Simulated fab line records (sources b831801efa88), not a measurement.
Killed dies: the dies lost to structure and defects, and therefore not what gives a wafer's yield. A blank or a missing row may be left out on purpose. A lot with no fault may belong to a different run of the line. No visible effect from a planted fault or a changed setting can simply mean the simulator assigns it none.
Check for tools in common + flow gf180mcu + 13 lots and 39 wafers in the sample

== REASON IT WAS OPENED ==
GF_VT_IMPLANT_TW_MEAS_32, reading VT_IMPLANT_3_TW: flagged on 2 of 13 lots. No-fault wafers: 270.8, standard deviation 2.4.
Rule: a lot is flagged when every wafer of it that has a number lies more than 4 standard deviations from that mean, or none has a number. All remaining lots are regarded as sound.

| lot  | measured     | on            | VT_IMPLANT_3_TW, wafer by wafer | flag    |
|------|--------------|---------------|---------------------------------|---------|
| L313 | day 6 13:46  | film_metro-04 | 271.7 271.7 271.4               |         |
| L315 | day 7 22:47  | film_metro-03 | 269.0 269.8 267.9               |         |
| L316 | day 8 01:12  | film_metro-02 | 270.6 269.1 270.3               |         |
| L319 | day 8 09:21  | film_metro-03 | 269.0 269.2 267.9               |         |
| L320 | day 8 21:49  | film_metro-02 | 269.2 269.3 269.6               |         |
| L321 | day 9 03:35  | film_metro-03 | 266.5 267.9 266.7               |         |
| L322 | day 9 14:46  | film_metro-02 | 331.4 330.4 330.7               | FLAGGED |
| L323 | day 9 19:24  | film_metro-02 | 267.2 267.8 267.5               |         |
| L324 | day 10 02:18 | film_metro-03 | 274.8 273.6 272.7               |         |
| L327 | day 11 01:18 | film_metro-02 | 269.3 271.2 269.9               |         |
| L329 | day 11 15:07 | film_metro-04 | 337.9 334.2 337.0               | FLAGGED |
| L334 | day 12 20:35 | film_metro-04 | 274.3 274.2 274.7               |         |
| L336 | day 13 08:11 | film_metro-04 | 272.1 271.5 271.7               |         |
The mean of the flagged lots' numbers is 333.6, +62.8 from the usual (+26 standard deviations).

== WHICH TOOL RAN EACH LOT ==
Before the reading, the record contains 3 process steps out of a 602-step route. Read each cell as the tool, then ch plus the chambers that the sampled wafers visited, then the start.
| lot  | flag    | GF_NWELL_STRIP_10                   | GF_MVPSD_STRIP_10                    | GF_VT_IMPLANT_IMPLANT_30        |
|------|---------|-------------------------------------|--------------------------------------|---------------------------------|
| L313 |         | plasma_asher-01 ch 0,1, day 3 01:14 | plasma_asher-02 ch 0,1, day 4 17:26  | implanter-04 ch 0, day 6 13:31  |
| L315 |         | plasma_asher-01 ch 0,1, day 4 04:08 | plasma_asher-02 ch 0,1, day 5 22:38  | implanter-01 ch 0, day 7 22:33  |
| L316 |         | plasma_asher-01 ch 0,1, day 4 05:38 | plasma_asher-04 ch 0,1, day 6 00:08  | implanter-02 ch 0, day 8 00:57  |
| L319 |         | plasma_asher-04 ch 0,1, day 4 13:27 | plasma_asher-03 ch 0,1, day 6 08:25  | implanter-04 ch 0, day 8 09:06  |
| L320 |         | plasma_asher-02 ch 0,1, day 4 21:05 | plasma_asher-03 ch 0,1, day 6 19:12  | implanter-01 ch 0, day 8 21:36  |
| L321 |         | plasma_asher-04 ch 0,1, day 5 03:47 | plasma_asher-03 ch 0,1, day 7 00:19  | implanter-02 ch 0, day 9 03:20  |
| L322 | FLAGGED | plasma_asher-01 ch 0,1, day 5 10:29 | plasma_asher-02 ch 0,1, day 7 10:05  | implanter-02 ch 0, day 9 14:12  |
| L323 |         | plasma_asher-01 ch 0,1, day 5 15:27 | plasma_asher-02 ch 0,1, day 7 14:44  | implanter-02 ch 0, day 9 19:09  |
| L324 |         | plasma_asher-04 ch 0,1, day 5 21:51 | plasma_asher-02 ch 0,1, day 7 22:37  | implanter-01 ch 0, day 10 02:03 |
| L327 |         | plasma_asher-01 ch 0,1, day 6 17:18 | plasma_asher-03 ch 0,1, day 8 19:56  | implanter-01 ch 0, day 11 01:03 |
| L329 | FLAGGED | plasma_asher-01 ch 0,1, day 7 03:47 | plasma_asher-03 ch 0,1, day 9 07:31  | implanter-02 ch 0, day 11 14:23 |
| L334 |         | plasma_asher-01 ch 0, day 8 05:45   | plasma_asher-02 ch 0,1, day 10 11:52 | implanter-02 ch 0, day 12 20:20 |
| L336 |         | plasma_asher-02 ch 0,1, day 8 15:39 | plasma_asher-02 ch 0,1, day 10 21:29 | implanter-01 ch 0, day 13 07:56 |
What is done by these steps:
- GF_NWELL_STRIP_10: strips in O2/N2.
- GF_MVPSD_STRIP_10: strips in O2/N2.
- GF_VT_IMPLANT_IMPLANT_30
- GF_VT_IMPLANT_TW_MEAS_32

== FLAGGED AGAINST TOTAL, ONE TOOL AT A TIME (gauges that did the reading follow at the end) ==
| step                     | tool            | lots run | flagged | share of the flagged lots | sound lots run after its first flagged lot |
|--------------------------|-----------------|----------|---------|---------------------------|--------------------------------------------|
| GF_NWELL_STRIP_10        | plasma_asher-01 | 8        | 2       | all                       | 3 (L323,L327,L334)                         |
| GF_NWELL_STRIP_10        | plasma_asher-02 | 2        | 0       | none                      | -                                          |
| GF_NWELL_STRIP_10        | plasma_asher-04 | 3        | 0       | none                      | -                                          |
| GF_MVPSD_STRIP_10        | plasma_asher-02 | 7        | 1       | some                      | 4 (L323,L324,L334,L336)                    |
| GF_MVPSD_STRIP_10        | plasma_asher-03 | 5        | 1       | some                      | 0                                          |
| GF_MVPSD_STRIP_10        | plasma_asher-04 | 1        | 0       | none                      | -                                          |
| GF_VT_IMPLANT_IMPLANT_30 | implanter-01    | 5        | 0       | none                      | -                                          |
| GF_VT_IMPLANT_IMPLANT_30 | implanter-02    | 6        | 2       | all                       | 2 (L323,L334)                              |
| GF_VT_IMPLANT_IMPLANT_30 | implanter-04    | 2        | 0       | none                      | -                                          |
| GF_VT_IMPLANT_TW_MEAS_32 | film_metro-02   | 5        | 1       | some                      | 2 (L323,L327)                              |
| GF_VT_IMPLANT_TW_MEAS_32 | film_metro-03   | 4        | 0       | none                      | -                                          |
| GF_VT_IMPLANT_TW_MEAS_32 | film_metro-04   | 4        | 1       | some                      | 2 (L334,L336)                              |

== WHAT THE TABLE PERMITS ==
Every flagged lot went through 2 rows of the table: plasma_asher-01 at GF_NWELL_STRIP_10 and implanter-02 at GF_VT_IMPLANT_IMPLANT_30.
- plasma_asher-01 at GF_NWELL_STRIP_10 ran 8 lots, 2 of them flagged. After the first flagged lot (L323, L327, L334), sound lots still ran on it; a lasting fault on the whole tool would not permit that.
- implanter-02 at GF_VT_IMPLANT_IMPLANT_30 ran 6 lots, 2 of them flagged. After the first flagged lot (L323, L334), sound lots still ran on it; a lasting fault on the whole tool would not permit that.
Not one row of the table ran every flagged lot while running no sound lot after the first.

== WHAT THE SIMULATOR HAD PUT IN ==
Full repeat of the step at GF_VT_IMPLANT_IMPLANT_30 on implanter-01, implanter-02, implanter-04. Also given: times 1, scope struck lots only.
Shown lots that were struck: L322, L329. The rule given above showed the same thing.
